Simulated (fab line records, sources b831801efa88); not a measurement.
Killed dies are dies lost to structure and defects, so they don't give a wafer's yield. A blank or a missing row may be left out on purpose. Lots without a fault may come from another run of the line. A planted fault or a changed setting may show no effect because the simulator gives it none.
A struck lot beside a sound one | flow sky130 | 13 steps out of a route of 708
Sound: wafers L135.1, L135.2, L135.3. Struck: wafers L141.1, L141.2, L141.4. The cause comes at the end.
At each step with rows: each side's tool, then ch and its chambers, then its first start. Under that, the readings that differ: sound wafers | struck wafers | difference of the means | sigmas: that difference in standard deviations of wafers without a fault.
alike: readings whose means differ by less than 2 such deviations, and words and numbers that are the same on both sides. not compared: withheld readings, readings that some wafer has no value for, bounds like >300 that may hide the same value, and numbers for which the record gives no deviation and whose values overlap.
The two part at a step that has a row with sigmas, a row that says differs or no value, or rows on one side only. Numbers that don't overlap but have no deviation are shown without sigmas and don't part them. A reading that every wafer of one side lacks parts them only if that side has two wafers or more.

SKY_NWELL_TW_MEAS_26:
  sound on film_metro-03, day 7 10:19; struck on film_metro-04, day 9 01:01
  alike: NWELL_2_TW
then, 1 step without rows for these wafers: SKY_NWELL_CLEAN_27 (cleans in SC1/SC2, time 150 s).
SKY_NWELL_RTA_28: time 30 s.
  sound on rtp_anneal-02 ch 0, day 7 10:25; struck on rtp_anneal-02 ch 0, day 9 01:07
  alike: lamp_power_pct, ramp_down_c_per_s, ramp_up_c_per_s, wafer_temp_C_max
SKY_NWELL_RS_MEAS_29: measures by four-point-probe.
  sound on film_metro-04, day 7 10:31; struck on film_metro-03, day 9 01:13
  alike: NWELL_RS
SKY_NWELL_RS_MEAS_31: measures by four-point-probe.
  sound on film_metro-04, day 7 10:46; struck on film_metro-03, day 9 01:28
  alike: PWDE_RS
then, 6 steps without rows for these wafers: SKY_VT_ADJUST_HVTP_DEHYDRATE_00 (time 60 s); SKY_VT_ADJUST_HVTP_HMDS_01 (prime time 60 s); SKY_VT_ADJUST_HVTP_COAT_02 (resist thk 1140 nm); SKY_VT_ADJUST_HVTP_SOFTBAKE_03 (time 60 s); SKY_VT_ADJUST_HVTP_EXPOSE_04 (exposes mask HVTPM, target cd 380 nm); SKY_VT_ADJUST_HVTP_PEB_05.
SKY_VT_ADJUST_HVTP_DEVELOP_06: develop time 60 s.
  sound on litho_track-04 ch 0, day 8 05:43; struck on litho_track-03 ch 0, day 9 23:53
SKY_VT_ADJUST_HVTP_CD_MEAS_07: target cd 380 nm.
  sound on cd_sem-02, day 8 05:52; struck on cd_sem-02, day 10 00:19
  reading    | sound             | struck         | difference | sigmas
  cd_nm (nm) | 377.5 376.4 377.6 | 64.6 62.3 64.3 | -313.4     | -99 or more
  not compared: hold

WHERE THEY PART
Only at SKY_VT_ADJUST_HVTP_CD_MEAS_07, within this record.

WHY: what the simulator had put in
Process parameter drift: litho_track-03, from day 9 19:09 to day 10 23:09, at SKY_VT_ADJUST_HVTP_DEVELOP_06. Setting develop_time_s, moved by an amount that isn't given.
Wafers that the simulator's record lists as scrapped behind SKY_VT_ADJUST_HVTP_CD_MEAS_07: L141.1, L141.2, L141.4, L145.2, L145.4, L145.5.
